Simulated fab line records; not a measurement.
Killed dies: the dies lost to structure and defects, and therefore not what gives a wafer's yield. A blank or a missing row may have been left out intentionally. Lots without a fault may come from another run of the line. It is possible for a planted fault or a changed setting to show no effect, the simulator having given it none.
2 desks looking at one fault -- flow sky130 -- what lay behind the numbers comes last; until then each desk has only its own

## TOOL OWNER'S DESK, litho_track-03
Per lot that ran on this tool, the mean of the sampled wafers carrying a number, from the tool's own readings at SKY_VT_ADJUST_NCORE_SOFTBAKE_03 (time 60 s). Any lot whose mean is over 4 standard deviations away from the usual mean is out of limits and marked OUT; that distance is given in the brackets.
Columns: A = heater_power_total_W at SKY_VT_ADJUST_NCORE_SOFTBAKE_03, usual 56.59 W; B = run_length_s at SKY_VT_ADJUST_NCORE_SOFTBAKE_03, usual 89.02 s
lot,first seen here,A,B
L769,day 9 06:30,56.58,88.99
L781,day 12 18:36,58.49 (+40) OUT,84.07 (-38) OUT
L784,day 13 17:54,59.43 (+60) OUT,81.67 (-57) OUT
This desk finds L781, L784 out of limits, L781 being first, at day 12 18:36 (heater_power_total_W at SKY_VT_ADJUST_NCORE_SOFTBAKE_03). L769: within limits.

## THE METROLOGY DESK
What the gauges read, lot by lot, whatever tool the lot ran on: means of the sampled wafers that have a number. Any lot whose mean is over 4 standard deviations away from the usual mean is out of limits and marked OUT; that distance is given in the brackets.
Columns: A = VT_ADJUST_LVTN_01_OVL at SKY_VT_ADJUST_LVTN_OVL_MEAS_18, usual 0.7 nm; B = VT_ADJUST_LVTN_2_TW at SKY_VT_ADJUST_LVTN_TW_MEAS_21, usual 189.4; C = cd_nm at SKY_VT_ADJUST_NCORE_CD_MEAS_07, usual 379.9 nm
lot,first seen here,A,B,C
L769,day 8 20:13,1.2,190.4,378.0
L773,day 9 20:39,-1.5,191.3,380.9
L781,day 12 06:27,-0.4,190.2,378.3
L784,day 13 05:28,1.8,187.8,378.4
L787,day 13 23:28,-0.5,187.7,377.8
L788,day 14 06:04,1.4,190.6,377.2
This desk's verdict: no lot among the 6 shows anything out of limits.

## ALL TOGETHER
On L781, L784, at day 12 18:36, an alarm was possible from the tool owner's desk.
Nothing out of limits was seen by the metrology desk.
The metrology desk has L781, L784 on record, within its limits.
SKY_VT_ADJUST_NCORE_SOFTBAKE_03 was run on litho_track-03 by each of the lots named.

## WHAT HAD BEEN PUT IN BY THE SIMULATOR
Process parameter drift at SKY_VT_ADJUST_NCORE_SOFTBAKE_03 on litho_track-03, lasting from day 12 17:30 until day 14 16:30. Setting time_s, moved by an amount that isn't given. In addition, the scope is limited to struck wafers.
Lots struck among those shown: L781, L784.
Each desk's first reading out of limits, in hours after the fault started: the tool owner's desk, 1.
